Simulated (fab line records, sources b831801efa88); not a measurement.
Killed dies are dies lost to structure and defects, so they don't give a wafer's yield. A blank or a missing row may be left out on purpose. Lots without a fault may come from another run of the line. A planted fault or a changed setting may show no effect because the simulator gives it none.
One fault seen from 2 desks | flow sky130 | each desk has only its own numbers; what lay behind them comes last

THE METROLOGY DESK
What the gauges read, lot by lot, whatever tool the lot ran on: means of the sampled wafers that have a number. A lot is out of limits, marked OUT, if its mean lies more than 4 standard deviations from the usual mean; the brackets give that distance.
Columns: A = SONOS_ONO_CVD_02_THK at SKY_SONOS_ONO_THK_MEAS_03, usual 10.48 nm; B = SONOS_ONO_CVD_04_THK at SKY_SONOS_ONO_THK_MEAS_05, usual 5.76 nm; C = cd_nm at SKY_SONOS_ONO_CD_MEAS_13, usual 410.1 nm; D = SONOS_ONO_OVL at SKY_SONOS_ONO_OVL_MEAS_14, usual 0.8 nm
lot  | first seen here | A     | B    | C     | D
L433 | day 12 03:16    | 10.64 | 5.66 | 409.5 | 2.3
L437 | day 13 07:39    | 10.51 | 5.76 | 408.4 | 0.6
L438 | day 13 15:45    | 10.49 | 5.80 | 408.3 | -0.4
L448 | day 16 22:33    | 10.45 | 5.83 | 410.3 | 1.6
L449 | day 17 05:17    | 10.30 | 5.85 | 409.0 | 0.2
L454 | day 19 01:19    | 10.29 | 5.80 | 409.9 | 0.9
This desk's finding: nothing out of limits on any of the 6 lots.

THE TOOL OWNER'S DESK: rie_diel-02
The tool's own readings at SKY_SONOS_ONO_ETCH_15 (etches the open film in CHF3/O2, target depth 19.52 nm, time 7.8 s): means of the sampled wafers that have a number, for each lot that ran on this tool. A lot is out of limits, marked OUT, if its mean lies more than 4 standard deviations from the usual mean; the brackets give that distance.
Columns: A = drypump_motor_current_A at SKY_SONOS_ONO_ETCH_15, usual 5.9 A; B = oes_product_au at SKY_SONOS_ONO_ETCH_15, usual 0.999 a.u.; C = rf_fwd_power_W at SKY_SONOS_ONO_ETCH_15, usual 588 W; D = throttle_valve_pct at SKY_SONOS_ONO_ETCH_15, usual 8.825 %
lot  | first seen here | A   | B     | C             | D
L437 | day 14 11:25    | 6.0 | 0.996 | 585           | 8.828
L448 | day 18 04:22    | 5.8 | 0.988 | 554 (-11) OUT | 8.825
L449 | day 18 12:56    | 6.0 | 0.970 | 524 (-21) OUT | 8.814
This desk's finding: out of limits on L448, L449; first on L448, day 18 04:22 (rf_fwd_power_W at SKY_SONOS_ONO_ETCH_15). In limits: L437.

PUT TOGETHER
The tool owner's desk could have raised an alarm at day 18 04:22, on L448, L449.
The metrology desk saw nothing out of limits.
The metrology desk has L448, L449 on record, within its limits.
Of the lots named, all ran SKY_SONOS_ONO_ETCH_15 on rie_diel-02.

WHAT THE SIMULATOR HAD PUT IN
Process parameter drift: rie_diel-02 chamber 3, from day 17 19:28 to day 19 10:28, at SKY_SONOS_ONO_ETCH_15. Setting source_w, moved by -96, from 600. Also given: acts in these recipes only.
Lots struck among those shown: L448, L449.
Hours from the fault's start to each desk's first reading out of limits: the tool owner's desk, 9.
